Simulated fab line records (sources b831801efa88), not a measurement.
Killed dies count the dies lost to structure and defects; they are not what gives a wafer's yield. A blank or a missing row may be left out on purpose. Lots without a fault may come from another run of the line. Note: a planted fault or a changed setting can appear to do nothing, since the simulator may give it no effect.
2 desks, one fault || flow sky130 || numbers are kept per desk, each desk with only its own; the story behind them comes last

DESK OF THE TOOL OWNER: litho-track-01
For each lot that ran on this tool, the mean over its sampled wafers that have a number, from the tool's own readings at SKY_POLY_CUT_PEB_06. Any lot whose mean is over 4 standard deviations away from the usual mean is out of limits and marked OUT; that distance is given in the brackets.
Columns: A = exhaust-pa at SKY_POLY_CUT_PEB_06, usual 45.1 Pa
{"lot": "L469", "first seen here": "day 25 07:00", "A": 45.3}
{"lot": "L470", "first seen here": "day 25 15:00", "A": 44.7}
{"lot": "L477", "first seen here": "day 27 17:00", "A": 44.5}
{"lot": "L478", "first seen here": "day 27 23:00", "A": 44.6}
{"lot": "L483", "first seen here": "day 29 16:00", "A": 45.4}
This desk's verdict: no lot among the 5 shows anything out of limits.

AT THE METROLOGY DESK
What the gauges read, lot by lot, whatever tool the lot ran on: means of the sampled wafers that have a number. Any lot whose mean is over 4 standard deviations away from the usual mean is out of limits and marked OUT; that distance is given in the brackets.
Columns: A = LDD_HVP_OVL at SKY_LDD_HVP_OVL_MEAS_07, usual -0.2 nm
{"lot": "L468", "first seen here": "day 22 05:14", "A": 2.0}
{"lot": "L469", "first seen here": "day 22 17:38", "A": 0.8}
{"lot": "L470", "first seen here": "day 23 02:08", "A": -1.2}
{"lot": "L471", "first seen here": "day 23 03:04", "A": -1.8}
{"lot": "L474", "first seen here": "day 24 09:32", "A": 2.4}
{"lot": "L475", "first seen here": "day 24 09:55", "A": 0.2}
{"lot": "L476", "first seen here": "day 24 14:58", "A": 0.0}
{"lot": "L477", "first seen here": "day 25 05:25", "A": 0.5}
{"lot": "L478", "first seen here": "day 25 11:59", "A": -1.0}
{"lot": "L479", "first seen here": "day 26 00:31", "A": 1.1}
{"lot": "L480", "first seen here": "day 26 08:28", "A": -0.8}
{"lot": "L483", "first seen here": "day 27 06:04", "A": 0.4}
{"lot": "L486", "first seen here": "day 28 17:26", "A": 0.6}
{"lot": "L487", "first seen here": "day 28 19:04", "A": -0.5}
This desk's verdict: no lot among the 14 shows anything out of limits.

TAKEN TOGETHER
Nothing out of limits was seen by the tool owner's desk.
Nothing out of limits was seen by the metrology desk.

WHAT THE SIMULATOR HAD PUT IN
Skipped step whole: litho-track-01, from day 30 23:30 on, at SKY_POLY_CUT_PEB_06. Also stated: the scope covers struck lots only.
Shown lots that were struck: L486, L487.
